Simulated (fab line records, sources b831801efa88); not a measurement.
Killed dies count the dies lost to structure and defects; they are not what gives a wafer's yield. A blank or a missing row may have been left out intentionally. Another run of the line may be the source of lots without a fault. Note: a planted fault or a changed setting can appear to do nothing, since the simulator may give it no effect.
Matching of chambers -- flow gf180mcu -- 4 sister chambers for GF_V4_CMP_26 on cmp-02
The step polishes, stops on SiO2, t overpolish 15 s, target thk 0 nm. 30 wafers are shown with their chamber, then 12 later ones without.

== WAFERS PAIRED WITH THEIR CHAMBERS ==
wafer,chamber,timeToEndpointS (s),motorCurrentA (A),slurryFilterDpKPa (kPa)
L075.1,2,90,12.4,13.47
L075.2,0,81,11.5,13.62
L075.4,3,84,11.0,13.80
L075.3,1,88,11.6,13.83
L075.5,3,84,11.3,13.72
L075.6,0,79,10.9,13.44
L076.2,2,88,12.3,13.41
L076.4,1,81,11.9,13.50
L076.5,2,87,12.1,13.62
L078.1,1,80,11.3,13.28
L078.2,2,90,12.2,13.38
L078.4,0,81,10.8,13.69
L081.2,2,95,11.1,13.54
L081.3,0,81,11.1,13.50
L081.5,1,84,11.1,13.17
L081.1,3,85,11.3,13.64
L081.4,1,85,11.9,13.40
L081.6,0,84,10.9,13.39
L084.1,2,87,12.5,13.76
L084.4,1,84,11.3,13.37
L084.6,0,76,11.7,13.33
L086.4,3,84,11.3,13.45
L086.5,0,83,11.0,13.41
L086.6,3,85,11.2,13.49
L089.3,2,93,12.0,13.52
L089.5,2,93,13.0,13.46
L089.6,1,87,12.0,13.39
L091.1,0,76,11.7,13.48
L091.4,2,86,12.6,13.42
L091.6,2,84,12.7,13.56

SIGNATURES (averages over the wafers above)
reading,chamber 0,chamber 1,chamber 2,chamber 3,scatter within a chamber
timeToEndpointS,80.12,84.14,89.30,84.40,2.94
motorCurrentA,11.200,11.586,12.290,11.220,0.401
slurryFilterDpKPa,13.4825,13.4200,13.5140,13.6200,0.148
Rule: for each reading, subtract the chamber's mean from the wafer's reading, divide by that reading's scatter and square the result; add these up over the readings and take the root, which gives the wafer's distance from the chamber. The wafer belongs to the nearest chamber; if the next one is less than 2 further off, it can't be placed. How the scatter is found: for the shown wafers, subtract from each reading the mean of its chamber, square and add these, divide the total by (wafers less chambers), then take the root.

== WAFERS WHOSE CHAMBER IS MISSING ==
wafer,timeToEndpointS (s),motorCurrentA (A),slurryFilterDpKPa (kPa)
L092.2,77,11.5,13.64
L092.4,82,11.3,13.57
L092.5,88,12.0,13.71
L094.1,82,10.8,13.52
L094.4,76,11.4,13.39
L094.5,81,11.0,13.32
L094.2,84,11.7,13.85
L094.3,82,11.8,13.40
L094.6,75,11.4,13.78
L097.2,80,10.6,13.62
L097.4,77,10.5,13.55
L097.6,77,11.0,13.67

== EACH ONE'S CHAMBER ==
wafer,from the rows above,in truth
L092.2,can't be placed: 0 or 3 or 1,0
L092.4,can't be placed: 0 or 3 or 1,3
L092.5,can't be placed: 2 or 3 or 1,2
L094.1,can't be placed: 0 or 3 or 1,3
L094.4,can't be placed: 0 or 1 or 3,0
L094.5,can't be placed: 0 or 1 or 3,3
L094.2,can't be placed: 3 or 1 or 0 or 2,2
L094.3,can't be placed: 1 or 0 or 3 or 2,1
L094.6,can't be placed: 0 or 3 or 1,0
L097.2,can't be placed: 0 or 3 or 1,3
L097.4,can't be placed: 0 or 3 or 1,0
L097.6,can't be placed: 0 or 3 or 1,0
Correctly placed: 0 of 12. Unplaceable from these rows: 12, with the true chamber sitting among the candidates in 12. Placed wrongly: 0.
